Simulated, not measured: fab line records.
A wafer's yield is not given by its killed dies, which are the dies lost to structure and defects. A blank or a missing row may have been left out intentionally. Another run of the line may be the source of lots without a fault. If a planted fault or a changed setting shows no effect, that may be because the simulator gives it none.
fab line records ; flow sfq_line ; part 1 of 2: steps 1 to 27 of 39
[record] lots = 5; wafers = 15; last_day = 93
route steps=325 shown JJ@185 M5@198 A5B@209 R5@212
lots that met no fault: taken from a fault-free run of the same line
start_h: the number of hours between the record's first day and the start of the first shown wafer of the lot ; wait_h: how many hours have passed since the lot's step before this one ; " unchanged from the row above ; L1.1+2: a row that stands for several wafers ; - value missing, or start not given ; * or withheld: withheld ; < > ~ a bound
route shown NAME@n: a module of which the file shows steps, and the number in the route of the first ; usual: average and standard deviation across the fault-free wafers ; same: alike in all rows ; chamber/n: place in a boat ; sites: each site's reading ; _std_site: how widely they spread, as a standard deviation ; _edge_site: mean of outer sites minus mean of inner sites ; radius_mm: for every site, how far away it sits from the centre of the wafer ; mask NAME#n: copy n ; behind: the tool/chamber that last shaped the wafer ; hold: reason for holding the lot/hours on hold/outcome of the hold ; device: the n, p or np transistor that did not switch ; end of line: tests of these same wafers at the route's end ; a step with no rows: only its recipe ; killed: the dies lost at the first sort to structure and to defects; this is not the yield of the wafer ; map: dies across one wafer; x = killed, . = not, _ = none there
set.NAME: the setting that was run; set.NAME@STEP: the one run at that earlier step ; model.NAME: the simulator's own value behind a step, which no gauge read
lots seen at some steps along the route; tables by step, rows by wafer
services: a tool's chamber out of use, with start hour (start_h, from the record's first day; less than 0 if before it), hours out, and reason
[[steps]]
[step SFQ_TRILAYER_JJ_CE_LITHO_COAT_119]
[recipe] resist = BARC; spin_rpm = 3000; resist_thk_nm = 62
lot.wafer;tool;chamber;start_h;wait_h
L075.1+2+4;litho_track-02;0;991.09;0.1
L086.3+4+6;litho_track-03;0;1114.98;0.1
L089.1+3+5;litho_track-01;0;1266.47;0.1
L092.3+4+5;litho_track-03;0;1286.97;0.1
L094.4+5+6;litho_track-01;0;1297.61;0.2
[step SFQ_TRILAYER_JJ_CE_LITHO_COAT_114]
[recipe] resist = KrF; spin_rpm = 3000; resist_thk_nm = 600
lot.wafer;tool;chamber;start_h;wait_h
L075.1+2+4;litho_track-02;0;991.39;0.2
L086.3+4+6;litho_track-03;0;1115.28;0.2
L089.1+3+5;litho_track-01;0;1266.77;0.2
L092.3+4+5;litho_track-03;0;1287.27;0.2
L094.4+5+6;litho_track-01;0;1297.91;0.2
[step SFQ_TRILAYER_JJ_CE_LITHO_SOFTBAKE_118]
[recipe] temp_c = withheld; time_s = withheld; resist = KrF
lot.wafer;tool;chamber;start_h;wait_h
L075.1+2+4;litho_track-02;0;991.69;0.2
L086.3+4+6;litho_track-03;0;1115.53;0.2
L089.1+3+5;litho_track-01;0;1267.07;0.2
L092.3+4+5;litho_track-03;0;1287.52;0.2
L094.4+5+6;litho_track-01;0;1298.14;0.2
[step SFQ_TRILAYER_JJ_CE_LITHO_EXPOSE_115]
[recipe] mask_id = J5; na = 0.6; source_shape = conventional; sigma_outer = 0.65; target_cd_nm = 700; dose_mj = 14.4
[same] sigma_outer = 0.65
lot.wafer;tool;chamber;start_h;wait_h;mask
L075.1+2+4;krf_scanner-01;0;1138.42;-;J5#0
L086.3+4+6;krf_scanner-01;0;1245.14;-;J5#0
L089.1+3+5;krf_scanner-01;0;1267.86;-;J5#0
L092.3+4+5;krf_scanner-01;0;1288.02;-;J5#0
L094.4+5+6;krf_scanner-02;0;1298.81;-;J5#0
[step SFQ_TRILAYER_JJ_CE_LITHO_PEB_117]
[recipe] peb_temp_c = 115; peb_time_s = 60; resist = KrF
[usual] plate_temp_C = 115.00/0.14
lot.wafer;tool;chamber;start_h;wait_h;plate_temp_C
L075.1;litho_track-02;0;1139.62;1.0;114.93
L075.2;litho_track-02;0;1139.62;1.0;114.96
L075.4;litho_track-02;0;1139.62;1.0;114.87
L086.3;litho_track-02;0;1245.99;0.7;115.33
L086.4;litho_track-02;0;1245.99;0.7;115.13
L086.6;litho_track-02;0;1245.99;0.7;115.16
L089.1;litho_track-01;0;1269.06;1.0;115.16
L089.3;litho_track-01;0;1269.06;1.0;114.87
L089.5;litho_track-01;0;1269.06;1.0;115.21
L092.3;litho_track-01;0;1288.87;0.7;115.12
L092.4;litho_track-01;0;1288.87;0.7;115.06
L092.5;litho_track-01;0;1288.87;0.7;114.93
L094.4;litho_track-01;0;1299.49;0.5;114.86
L094.5;litho_track-01;0;1299.49;0.5;114.98
L094.6;litho_track-01;0;1299.49;0.5;114.87
[step SFQ_TRILAYER_JJ_CE_LITHO_DEVELOP_116]
[recipe] time_s = 60; resist = KrF
[same] time_s = 60
lot.wafer;tool;chamber;start_h;wait_h
L075.1+2+4;litho_track-02;0;1139.77;0.1
L086.3+4+6;litho_track-02;0;1246.14;0.1
L089.1+3+5;litho_track-01;0;1269.21;0.1
L092.3+4+5;litho_track-01;0;1289.02;0.1
L094.4+5+6;litho_track-01;0;1299.64;0.1
[step SFQ_JJ_OVL_MEAS_931]
[usual] J5_OVL = 2/6.6
lot.wafer;tool;chamber;start_h;wait_h;J5_OVL[nm]
L075.1;overlay-01;-;1139.92;0.1;0
L075.2;overlay-01;-;1139.92;0.1;-3
L075.4;overlay-01;-;1139.92;0.1;1
L086.3;overlay-01;-;1246.26;0.1;4
L086.4;overlay-01;-;1246.26;0.1;-4
L086.6;overlay-01;-;1246.26;0.1;-6
L089.1;overlay-02;-;1269.36;0.1;19
L089.3;overlay-02;-;1269.36;0.1;6
L089.5;overlay-02;-;1269.36;0.1;11
L092.3;overlay-01;-;1289.13;0.1;-3
L092.4;overlay-01;-;1289.13;0.1;4
L092.5;overlay-01;-;1289.13;0.1;0
L094.4;overlay-01;-;1299.73;0.1;-8
L094.5;overlay-01;-;1299.73;0.1;-9
L094.6;overlay-01;-;1299.73;0.1;-10
[step SFQ_TRILAYER_JJ_CE_METRO_MEASURE_117]
[usual] cd_nm = 700.1/1.3
lot.wafer;tool;chamber;start_h;wait_h;cd_nm
L075.1;cd_sem-02;-;1139.95;0.0;697.6
L075.2;cd_sem-02;-;1139.95;0.0;697.3
L075.4;cd_sem-02;-;1139.95;0.0;697.3
L086.3;cd_sem-02;-;1246.68;0.4;700.6
L086.4;cd_sem-02;-;1246.68;0.4;700.8
L086.6;cd_sem-02;-;1246.68;0.4;700.9
L089.1;cd_sem-01;-;1269.40;0.0;701.9
L089.3;cd_sem-01;-;1269.40;0.0;701.4
L089.5;cd_sem-01;-;1269.40;0.0;701.3
L092.3;cd_sem-02;-;1289.55;0.4;698.9
L092.4;cd_sem-02;-;1289.55;0.4;698.3
L092.5;cd_sem-02;-;1289.55;0.4;699.4
L094.4;cd_sem-02;-;1300.35;0.6;701.1
L094.5;cd_sem-02;-;1300.35;0.6;700.7
L094.6;cd_sem-02;-;1300.35;0.6;701.3
[step SFQ_TRILAYER_JJ_CE_BARC_OPEN_RIE_150]
[recipe] mask_material = PR; chemistry = O2; target_depth_nm = 240; target = BARC; icp_w = 600; bias_w = 80; pressure_mtorr = 10; time_s = 80
[usual] drypump_motor_current_A = 5.7/0.75; oes_product_au = 0.537/0.0044
[same] time_s = 80
lot.wafer;tool;chamber;start_h;wait_h;drypump_motor_current_A;oes_product_au;rf_hours_counter_h
L075.1;rie_metal-02;0;1141.15;1.0;4.6;0.531;54
L075.2;rie_metal-02;1;1141.15;1.0;5.2;0.542;33
L075.4;rie_metal-02;0;1141.15;1.0;4.7;0.532;-
L086.3;rie_metal-01;1;1247.51;0.6;6.2;0.537;-
L086.4;rie_metal-01;0;1247.51;0.6;6.6;0.533;-
L086.6;rie_metal-01;1;1247.51;0.6;6.2;0.530;-
L089.1;rie_metal-01;1;1270.60;1.0;6.2;0.534;63
L089.3;rie_metal-01;1;1270.60;1.0;6.2;0.532;-
L089.5;rie_metal-01;0;1270.60;1.0;6.6;0.536;-
L092.3;rie_metal-01;0;1290.38;0.6;6.6;0.541;-
L092.4;rie_metal-01;1;1290.38;0.6;6.3;0.536;-
L092.5;rie_metal-01;1;1290.38;0.6;6.2;0.538;-
L094.4;rie_metal-02;0;1300.98;0.4;4.6;0.536;-
L094.5;rie_metal-02;1;1300.98;0.4;5.3;0.534;-
L094.6;rie_metal-02;0;1300.98;0.4;4.6;0.536;-
[step SFQ_TRILAYER_JJ_CE_ETCH_RIE_118]
[recipe] target = Nb; stop_on = Al2O3; mask_material = PR; taper_deg = 13.257; over_etch_frac = 0.15; time_s = 97.7; chemistry = SF6; target_depth_nm = 170; icp_w = 600; bias_w = 80; pressure_mtorr = 10
[usual] drypump_motor_current_A = 5.7/0.75; oes_product_au = 0.986/0.0073
[same] time_s = 97.7
lot.wafer;tool;chamber;start_h;wait_h;drypump_motor_current_A;oes_product_au;rf_hours_counter_h
L075.1;rie_metal-02;0;1141.24;0.1;4.6;0.988;54
L075.2;rie_metal-02;1;1141.24;0.1;5.3;0.980;33
L075.4;rie_metal-02;0;1141.24;0.1;4.6;0.994;-
L086.3;rie_metal-01;1;1247.61;0.1;6.2;0.995;-
L086.4;rie_metal-01;0;1247.61;0.1;6.5;0.984;-
L086.6;rie_metal-01;1;1247.61;0.1;6.2;0.977;-
L089.1;rie_metal-01;1;1270.69;0.1;6.1;0.998;63
L089.3;rie_metal-01;1;1270.69;0.1;6.2;0.994;-
L089.5;rie_metal-01;0;1270.69;0.1;6.6;0.982;-
L092.3;rie_metal-01;0;1290.48;0.1;6.6;0.978;-
L092.4;rie_metal-01;1;1290.48;0.1;6.2;0.994;-
L092.5;rie_metal-01;1;1290.48;0.1;6.2;0.986;-
L094.4;rie_metal-02;0;1301.08;0.1;4.6;0.989;-
L094.5;rie_metal-02;1;1301.08;0.1;5.2;0.974;-
L094.6;rie_metal-02;0;1301.08;0.1;4.6;0.989;-
[step SFQ_TRILAYER_JJ_ANODIZE_ANODIZE_119]
[recipe] current_density_ma_cm2 = withheld; end_current_density_ma_cm2 = withheld; bath_temp_c = withheld
lot.wafer;tool;chamber;start_h;wait_h
L075.1+2+4;wet_bench-05;1,2,0;1141.35;0.1
L086.3+4+6;wet_bench-06;1,6,2;1247.68;0.0
L089.1+3+5;wet_bench-05;1,7,4;1270.80;0.1
L092.3+4+5;wet_bench-06;7,6,3;1290.55;0.0
L094.4+5+6;wet_bench-06;6,7,2;1301.15;0.0
[step SFQ_TRILAYER_JJ_CE_STRIP_STRIP_120]
[recipe] gas = O2; power_w = 200; platen_temp_c = 40; overash_fraction = 0.65; chemistry = O2; pressure_mtorr = 50
[usual] drypump_motor_current_A = 5.7/0.71; oes_product_au = 0.995/0.01
lot.wafer;tool;chamber;start_h;wait_h;drypump_motor_current_A;oes_product_au;rf_hours_counter_h
L075.1;rie_metal-04;1;1141.85;0.0;6.6;0.996;110
L075.2;rie_metal-04;0;1141.85;0.0;5.6;1.028;16
L075.4;rie_metal-04;1;1141.85;0.0;6.6;1.005;-
L086.3;rie_metal-02;0;1248.38;0.2;4.6;0.995;-
L086.4;rie_metal-02;1;1248.38;0.2;5.2;0.987;-
L086.6;rie_metal-02;1;1248.38;0.2;5.3;0.983;-
L089.1;rie_metal-02;1;1271.30;0.0;5.3;0.988;49
L089.3;rie_metal-02;0;1271.30;0.0;4.6;1.001;-
L089.5;rie_metal-02;0;1271.30;0.0;4.6;0.998;-
L092.3;rie_metal-04;0;1291.25;0.2;5.6;1.013;-
L092.4;rie_metal-04;1;1291.25;0.2;6.6;0.995;-
L092.5;rie_metal-04;0;1291.25;0.2;5.6;1.012;-
L094.4;rie_metal-04;0;1301.85;0.2;5.6;1.005;-
L094.5;rie_metal-04;1;1301.85;0.2;6.6;0.998;-
L094.6;rie_metal-04;0;1301.85;0.2;5.6;1.011;-
[step SFQ_TRILAYER_JJ_CE_STRIP_SOLV_CLEAN_121]
[recipe] chemistry = NMP; temp_c = 70; time_s = 600
[usual] bath_heat_duty_pct = 13.8/1.5
[same] time_s = 600
lot.wafer;tool;chamber;start_h;wait_h;bath_heat_duty_pct
L075.1;wet_bench-03;2;1142.45;0.4;13.8
L075.2;wet_bench-03;7;1142.45;0.4;12.9
L075.4;wet_bench-03;1;1142.45;0.4;12.6
L086.3;wet_bench-01;6;1248.78;0.2;14.6
L086.4;wet_bench-01;7;1248.78;0.2;14.8
L086.6;wet_bench-01;3;1248.78;0.2;10.9
L089.1;wet_bench-02;0;1271.90;0.4;13.8
L089.3;wet_bench-02;2;1271.90;0.4;15.2
L089.5;wet_bench-02;7;1271.90;0.4;11.7
L092.3;wet_bench-01;3;1291.65;0.2;12.4
L092.4;wet_bench-01;4;1291.65;0.2;15.3
L092.5;wet_bench-01;5;1291.65;0.2;16.2
L094.4;wet_bench-03;0;1302.25;0.2;11.1
L094.5;wet_bench-03;1;1302.25;0.2;13.5
L094.6;wet_bench-03;2;1302.25;0.2;12.6
[step SFQ_TRILAYER_M5_LITHO_COAT_128]
[recipe] resist = BARC; spin_rpm = 3000; resist_thk_nm = 62
lot.wafer;tool;chamber;start_h;wait_h
L075.1+2+4;litho_track-01;0;1142.62;0.0
L086.3+4+6;litho_track-04;0;1249.05;0.1
L089.1+3+5;litho_track-01;0;1272.07;0.0
L092.3+4+5;litho_track-01;0;1291.93;0.1
L094.4+5+6;litho_track-01;0;1302.57;0.1
[step SFQ_TRILAYER_M5_LITHO_COAT_123]
[recipe] resist = KrF; spin_rpm = 3000; resist_thk_nm = 600
lot.wafer;tool;chamber;start_h;wait_h
L075.1+2+4;litho_track-01;0;1142.92;0.2
L086.3+4+6;litho_track-04;0;1249.35;0.2
L089.1+3+5;litho_track-01;0;1272.37;0.2
L092.3+4+5;litho_track-01;0;1292.23;0.2
L094.4+5+6;litho_track-01;0;1302.87;0.2
[step SFQ_TRILAYER_M5_LITHO_SOFTBAKE_127]
[recipe] temp_c = withheld; time_s = withheld; resist = KrF
lot.wafer;tool;chamber;start_h;wait_h
L075.1+2+4;litho_track-01;0;1143.22;0.2
L086.3+4+6;litho_track-04;0;1249.60;0.2
L089.1+3+5;litho_track-01;0;1272.67;0.2
L092.3+4+5;litho_track-01;0;1292.48;0.2
L094.4+5+6;litho_track-01;0;1303.10;0.2
[step SFQ_TRILAYER_M5_LITHO_EXPOSE_124]
[recipe] mask_id = M5; na = 0.6; source_shape = conventional; sigma_outer = 0.65; target_cd_nm = 700; dose_mj = 14.4
[same] sigma_outer = 0.65
lot.wafer;tool;chamber;start_h;wait_h;mask
L075.1+2+4;krf_scanner-02;0;1280.62;-;M5#0
L086.3+4+6;krf_scanner-01;0;1395.07;-;M5#0
L089.1+3+5;krf_scanner-02;0;1410.40;-;M5#0
L092.3+4+5;krf_scanner-02;0;1428.80;-;M5#0
L094.4+5+6;krf_scanner-02;0;1438.60;-;M5#0
[step SFQ_TRILAYER_M5_LITHO_PEB_126]
[recipe] peb_temp_c = 115; peb_time_s = 60; resist = KrF
[usual] plate_temp_C = 114.97/0.12
lot.wafer;tool;chamber;start_h;wait_h;plate_temp_C
L075.1;litho_track-04;0;1281.82;1.0;114.79
L075.2;litho_track-04;0;1281.82;1.0;114.97
L075.4;litho_track-04;0;1281.82;1.0;114.98
L086.3;litho_track-04;0;1395.92;0.7;114.83
L086.4;litho_track-04;0;1395.92;0.7;114.99
L086.6;litho_track-04;0;1395.92;0.7;115.08
L089.1;litho_track-04;0;1411.60;1.0;114.89
L089.3;litho_track-04;0;1411.60;1.0;115.04
L089.5;litho_track-04;0;1411.60;1.0;115.00
L092.3;litho_track-04;0;1429.65;0.7;115.07
L092.4;litho_track-04;0;1429.65;0.7;115.05
L092.5;litho_track-04;0;1429.65;0.7;115.09
L094.4;litho_track-01;0;1439.27;0.5;114.99
L094.5;litho_track-01;0;1439.27;0.5;115.02
L094.6;litho_track-01;0;1439.27;0.5;115.08
[step SFQ_TRILAYER_M5_LITHO_DEVELOP_125]
[recipe] time_s = 60; resist = KrF
[same] time_s = 60
lot.wafer;tool;chamber;start_h;wait_h
L075.1+2+4;litho_track-04;0;1281.97;0.1
L086.3+4+6;litho_track-04;0;1396.07;0.1
L089.1+3+5;litho_track-04;0;1411.75;0.1
L092.3+4+5;litho_track-04;0;1429.80;0.1
L094.4+5+6;litho_track-01;0;1439.42;0.1
[step SFQ_M5_OVL_MEAS_932]
[usual] M5_OVL = -4/5.8
lot.wafer;tool;chamber;start_h;wait_h;M5_OVL[nm]
L075.1;overlay-02;-;1282.12;0.1;-13
L075.2;overlay-02;-;1282.12;0.1;-7
L075.4;overlay-02;-;1282.12;0.1;-5
L086.3;overlay-02;-;1396.18;0.1;-7
L086.4;overlay-02;-;1396.18;0.1;-14
L086.6;overlay-02;-;1396.18;0.1;-5
L089.1;overlay-02;-;1411.90;0.1;-6
L089.3;overlay-02;-;1411.90;0.1;-15
L089.5;overlay-02;-;1411.90;0.1;-5
L092.3;overlay-01;-;1429.91;0.1;-10
L092.4;overlay-01;-;1429.91;0.1;-11
L092.5;overlay-01;-;1429.91;0.1;-14
L094.4;overlay-01;-;1439.51;0.1;-4
L094.5;overlay-01;-;1439.51;0.1;-2
L094.6;overlay-01;-;1439.51;0.1;-5
[step SFQ_TRILAYER_M5_BARC_OPEN_METAL_ETCH_161]
[recipe] mask_material = PR; chemistry = O2; target_depth_nm = 125; target = BARC; icp_w = 600; bias_w = 80; pressure_mtorr = 10; time_s = 41.7
[usual] drypump_motor_current_A = 6.2/0.37; oes_product_au = 0.685/0.0044
[same] time_s = 41.7
lot.wafer;tool;chamber;start_h;wait_h;drypump_motor_current_A;oes_product_au;rf_hours_counter_h
L075.1;rie_metal-03;1;1282.16;0.0;5.7;0.682;39
L075.2;rie_metal-03;0;1282.16;0.0;5.9;0.687;6
L075.4;rie_metal-03;0;1282.16;0.0;5.9;0.691;-
L086.3;rie_metal-01;0;1396.23;0.0;6.5;0.690;-
L086.4;rie_metal-01;1;1396.23;0.0;6.2;0.683;-
L086.6;rie_metal-01;0;1396.23;0.0;6.5;0.678;-
L089.1;rie_metal-04;0;1411.93;0.0;5.6;0.686;55
L089.3;rie_metal-04;0;1411.93;0.0;5.6;0.687;-
L089.5;rie_metal-04;0;1411.93;0.0;5.6;0.689;-
L092.3;rie_metal-01;1;1429.95;0.0;6.1;0.687;-
L092.4;rie_metal-01;0;1429.95;0.0;6.5;0.686;-
L092.5;rie_metal-01;0;1429.95;0.0;6.5;0.683;-
L094.4;rie_metal-04;0;1439.55;0.0;5.6;0.687;-
L094.5;rie_metal-04;0;1439.55;0.0;5.6;0.681;-
L094.6;rie_metal-04;1;1439.55;0.0;6.6;0.680;-
[step SFQ_TRILAYER_M5_ETCH_METAL_ETCH_126]
[recipe] target = Nb; stop_on = SiO2; mask_material = PR; over_etch_frac = 0.15; time_s = 203.2; chemistry = Cl2/BCl3; target_depth_nm = 265; icp_w = 600; bias_w = 80; pressure_mtorr = 10
[usual] drypump_motor_current_A = 6.2/0.37; oes_product_au = 0.728/0.0063
[same] time_s = 203.2
lot.wafer;tool;chamber;start_h;wait_h;drypump_motor_current_A;oes_product_au;rf_hours_counter_h
L075.1;rie_metal-03;1;1282.22;0.0;5.7;0.725;39
L075.2;rie_metal-03;0;1282.22;0.0;5.9;0.729;6
L075.4;rie_metal-03;0;1282.22;0.0;5.9;0.723;-
L086.3;rie_metal-01;0;1396.33;0.1;6.5;0.723;-
L086.4;rie_metal-01;1;1396.33;0.1;6.2;0.720;-
L086.6;rie_metal-01;0;1396.33;0.1;6.5;0.722;-
L089.1;rie_metal-04;0;1411.99;0.0;5.6;0.731;55
L089.3;rie_metal-04;0;1411.99;0.0;5.6;0.730;-
L089.5;rie_metal-04;0;1411.99;0.0;5.6;0.744;-
L092.3;rie_metal-01;1;1430.06;0.1;6.2;0.735;-
L092.4;rie_metal-01;0;1430.06;0.1;6.5;0.731;-
L092.5;rie_metal-01;0;1430.06;0.1;6.5;0.733;-
L094.4;rie_metal-04;0;1439.66;0.1;5.6;0.732;-
L094.5;rie_metal-04;0;1439.66;0.1;5.6;0.731;-
L094.6;rie_metal-04;1;1439.66;0.1;6.6;0.720;-
[step SFQ_TRILAYER_M5_STRIP_STRIP_127]
[recipe] gas = O2; power_w = 200; platen_temp_c = 40; overash_fraction = 0.65; chemistry = O2; pressure_mtorr = 50
[usual] drypump_motor_current_A = 6.2/0.38; oes_product_au = 0.998/0.011
lot.wafer;tool;chamber;start_h;wait_h;drypump_motor_current_A;oes_product_au;rf_hours_counter_h
L075.1;rie_metal-03;1;1282.41;0.1;5.7;0.993;39
L075.2;rie_metal-03;0;1282.41;0.1;5.9;1.013;6
L075.4;rie_metal-03;0;1282.41;0.1;5.9;1.001;-
L086.3;rie_metal-01;0;1396.66;0.3;6.6;1.001;-
L086.4;rie_metal-01;1;1396.66;0.3;6.2;0.994;-
L086.6;rie_metal-01;0;1396.66;0.3;6.6;1.009;-
L089.1;rie_metal-04;0;1412.19;0.1;5.6;1.018;55
L089.3;rie_metal-04;0;1412.19;0.1;5.6;1.011;-
L089.5;rie_metal-04;0;1412.19;0.1;5.6;1.011;-
L092.3;rie_metal-01;1;1430.39;0.3;6.2;0.992;-
L092.4;rie_metal-01;0;1430.39;0.3;6.5;1.006;-
L092.5;rie_metal-01;0;1430.39;0.3;6.5;1.003;-
L094.4;rie_metal-04;0;1439.99;0.3;5.6;1.008;-
L094.5;rie_metal-04;0;1439.99;0.3;5.6;1.007;-
L094.6;rie_metal-04;1;1439.99;0.3;6.6;0.984;-
[step SFQ_TRILAYER_M5_STRIP_SOLV_CLEAN_128]
[recipe] chemistry = NMP; temp_c = 70; time_s = 600
[usual] bath_heat_duty_pct = 13.5/1.4
[same] time_s = 600
lot.wafer;tool;chamber;start_h;wait_h;bath_heat_duty_pct
L075.1;wet_bench-02;6;1283.01;0.4;13.7
L075.2;wet_bench-02;3;1283.01;0.4;13.7
L075.4;wet_bench-02;1;1283.01;0.4;13.1
L086.3;wet_bench-03;7;1397.06;0.2;13.6
L086.4;wet_bench-03;2;1397.06;0.2;12.8
L086.6;wet_bench-03;6;1397.06;0.2;16.7
L089.1;wet_bench-02;3;1412.79;0.4;15.2
L089.3;wet_bench-02;0;1412.79;0.4;15.5
L089.5;wet_bench-02;1;1412.79;0.4;13.8
L092.3;wet_bench-03;2;1430.79;0.2;13.4
L092.4;wet_bench-03;1;1430.79;0.2;13.3
L092.5;wet_bench-03;7;1430.79;0.2;13.3
L094.4;wet_bench-02;0;1440.39;0.2;15.3
L094.5;wet_bench-02;1;1440.39;0.2;12.9
L094.6;wet_bench-02;3;1440.39;0.2;15.6
[step SFQ_TRILAYER_A5B_DEP_PECVD_129]
[recipe] material = SiO2; temp_c = 150; time_s = 133.33; pressure_torr = 2.4; rf_w = 183.3; precursor = SiH4/N2O; target_thk_nm = 600
[usual] heater_power_w = 83/18; showerhead_vpp_V = 829/32; throttle_valve_pct = 24.2/1.2
[same] time_s = 133.33
lot.wafer;tool;chamber;start_h;wait_h;heater_power_w;showerhead_vpp_V;throttle_valve_pct
L075.1;pecvd-03;0;1283.18;0.0;118;825;25.6
L075.2;pecvd-03;2;1283.18;0.0;75;832;24.0
L075.4;pecvd-03;2;1283.18;0.0;83;854;24.0
L086.3;pecvd-03;2;1397.24;0.0;87;830;24.4
L086.4;pecvd-03;2;1397.24;0.0;88;835;24.1
L086.6;pecvd-03;0;1397.24;0.0;109;822;26.3
L089.1;pecvd-04;0;1412.96;0.0;116;850;23.7
L089.3;pecvd-04;2;1412.96;0.0;62;824;22.6
L089.5;pecvd-04;0;1412.96;0.0;97;825;23.8
L092.3;pecvd-01;1;1430.96;0.0;67;788;23.6
L092.4;pecvd-01;1;1430.96;0.0;69;772;23.8
L092.5;pecvd-01;2;1430.96;0.0;57;918;24.0
L094.4;pecvd-04;2;1440.61;0.0;67;814;22.7
L094.5;pecvd-04;0;1440.61;0.0;117;837;23.9
L094.6;pecvd-04;1;1440.61;0.0;72;847;22.8
[step SFQ_TRILAYER_A5B_CMP_CMP_130]
[recipe] stop_on = Nb; down_force_psi = 3; platen_rpm = 60; target_thk_nm = 340.7
[usual] motor_current_A = 10.2/0.9; slurry_filter_dp_kPa = 13.49/0.15
lot.wafer;tool;chamber;start_h;wait_h;motor_current_A;slurry_filter_dp_kPa
L075.4;cmp-02;3;1290.09;6.8;10.8;13.75
L075.1;cmp-02;0;1290.09;6.8;10.5;13.39
L075.2;cmp-02;1;1290.09;6.8;11.0;13.48
L086.4;cmp-02;1;1398.93;1.6;11.0;13.54
L086.3;cmp-02;2;1398.93;1.6;9.5;13.16
L086.6;cmp-02;0;1400.43;3.1;9.9;13.58
L089.1;cmp-01;2;1418.98;6.0;10.4;13.43
L089.3;cmp-01;0;1419.98;7.0;8.7;13.57
L089.5;cmp-01;2;1420.98;7.9;10.4;13.51
L092.4;cmp-02;3;1431.55;0.5;10.5;13.34
L092.3;cmp-02;1;1432.55;1.5;10.6;13.37
L092.5;cmp-02;3;1433.55;2.5;10.3;13.65
L094.4;cmp-01;1;1442.15;1.5;11.8;13.54
L094.6;cmp-01;2;1442.15;1.5;10.0;13.37
L094.5;cmp-01;3;1442.15;1.5;10.3;13.55
[step SFQ_TRILAYER_A5B_METRO_MEASURE_131]
[usual] thk_nm = 343/5.9
lot.wafer;tool;chamber;start_h;wait_h;thk_nm
L075.1;film_metro-01;-;1292.59;1.5;348
L075.2;film_metro-01;-;1292.59;1.5;349
L075.4;film_metro-01;-;1292.59;1.5;349
L086.3;film_metro-02;-;1401.33;1.4;345
L086.4;film_metro-02;-;1401.33;1.4;334
L086.6;film_metro-02;-;1401.33;1.4;340
L089.1;film_metro-01;-;1421.48;2.0;344
L089.3;film_metro-01;-;1421.48;2.0;335
L089.5;film_metro-01;-;1421.48;2.0;348
L092.3;film_metro-03;-;1434.45;1.4;340
L092.4;film_metro-03;-;1434.45;1.4;341
L092.5;film_metro-03;-;1434.45;1.4;338
L094.4;film_metro-01;-;1444.25;1.6;338
L094.5;film_metro-01;-;1444.25;1.6;337
L094.6;film_metro-01;-;1444.25;1.6;353
